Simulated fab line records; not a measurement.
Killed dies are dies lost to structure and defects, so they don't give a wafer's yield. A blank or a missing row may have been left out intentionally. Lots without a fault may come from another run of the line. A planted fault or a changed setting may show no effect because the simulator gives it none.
Matching of chambers | flow sky130 | SKY_VIA1_ETCH_15 on rie diel-04: 4 sister chambers
The step etches SiO2 in C4F8/O2/Ar, stops on TiN, target depth 351 nm, time 54 s. 8 wafers are shown with their chamber, then 8 later ones without.

== WAFERS, EACH WITH ITS CHAMBER ==
wafer  | chamber | oes product au (a.u.)
L075.2 | 2       | 0.987
L075.5 | 1       | 0.980
L079.6 | 1       | 0.978
L083.6 | 0       | 0.988
L084.3 | 3       | 0.991
L084.5 | 3       | 0.989
L084.6 | 0       | 0.984
L085.2 | 2       | 0.982

== WAFERS WHOSE CHAMBER IS MISSING ==
wafer  | oes product au (a.u.)
L085.4 | 0.989
L085.5 | 0.988
L093.2 | 0.988
L093.4 | 0.985
L093.6 | 0.990
L097.1 | 0.979
L097.4 | 0.984
L097.5 | 0.982

== WHICH CHAMBER EACH WENT THROUGH ==
wafer  | from the rows above          | in truth
L085.4 | can't be placed: 3 or 0 or 2 | 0
L085.5 | can't be placed: 0 or 3 or 2 | 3
L093.2 | can't be placed: 0 or 3 or 2 | 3
L093.4 | can't be placed: 2 or 0 or 3 | 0
L093.6 | can't be placed: 3 or 0      | 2
L097.1 | 1                            | 1
L097.4 | can't be placed: 2 or 0 or 1 | 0
L097.5 | can't be placed: 2 or 1 or 0 | 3
Correctly placed: 1 of 8. From these rows, 7 cannot be placed; in 5 the true chamber is one of the candidates. 0 placed wrongly.
How it was worked out, from the rows above alone: a wafer's distance from a chamber is the root of the sum, over the readings, of the square of ((its reading less the chamber's mean) divided by the reading's scatter). If the next closest chamber is less than 2 further off than the closest, the wafer can't be placed; otherwise it belongs to the closest. A chamber's mean is the mean of its shown wafers. The scatter: the root of (the sum of the squares of (reading less its chamber's mean) over the shown wafers, divided by (wafers less chambers)).
